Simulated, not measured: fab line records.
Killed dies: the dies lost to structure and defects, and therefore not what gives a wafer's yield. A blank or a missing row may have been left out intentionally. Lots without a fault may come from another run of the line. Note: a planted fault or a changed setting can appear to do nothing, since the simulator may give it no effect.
Matching of chambers ; flow gf180mcu ; cmp-02 running GF_V3_CMP_04: 4 sister chambers
The step polishes SiO2. 8 wafers are shown with their chamber, then 11 later ones without.

WAFERS PAIRED WITH THEIR CHAMBERS
wafer;chamber;motor-current-A (A);time-to-endpoint-s (s)
L081.2;1;13.2;66
L081.4;0;13.1;76
L082.3;3;14.8;72
L082.5;1;12.7;80
L083.1;3;14.3;73
L083.2;2;12.9;77
L083.6;2;12.7;76
L084.1;0;12.6;72

WAFERS WITH NO CHAMBER GIVEN
wafer;motor-current-A (A);time-to-endpoint-s (s)
L084.4;12.9;78
L084.5;14.2;74
L090.1;13.4;72
L090.5;13.9;75
L090.6;13.7;80
L091.1;12.9;79
L091.3;13.7;76
L091.5;13.4;81
L097.3;14.0;73
L097.4;13.6;79
L097.5;13.5;78

WHICH CHAMBER EACH WENT THROUGH
wafer;from the rows above;in truth
L084.4;can't be placed: 2 or 0 or 1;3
L084.5;3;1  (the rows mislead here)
L090.1;can't be placed: 1 or 0 or 2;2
L090.5;can't be placed: 3 or 1 or 0 or 2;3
L090.6;can't be placed: 1 or 2 or 0 or 3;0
L091.1;can't be placed: 2 or 0 or 1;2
L091.3;can't be placed: 1 or 0 or 3 or 2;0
L091.5;can't be placed: 2 or 1 or 0 or 3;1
L097.3;can't be placed: 3 or 1 or 0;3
L097.4;can't be placed: 1 or 0 or 2 or 3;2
L097.5;can't be placed: 1 or 0 or 2 or 3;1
Correctly placed: 0 of 11. These rows do not allow placing 10 (true chamber among the candidates in 9). Wrongly placed: 1.
How it was worked out, from the rows above alone: a wafer's distance from a chamber is the root of the sum, over the readings, of the square of ((its reading less the chamber's mean) divided by the reading's scatter). If the next closest chamber is less than 2 further off than the closest, the wafer can't be placed; otherwise it belongs to the closest. The mean given for a chamber averages the wafers shown for that chamber. The scatter: take each reading less its chamber's mean, square it, sum over the shown wafers, divide by the number of wafers less the number of chambers, and take the root.
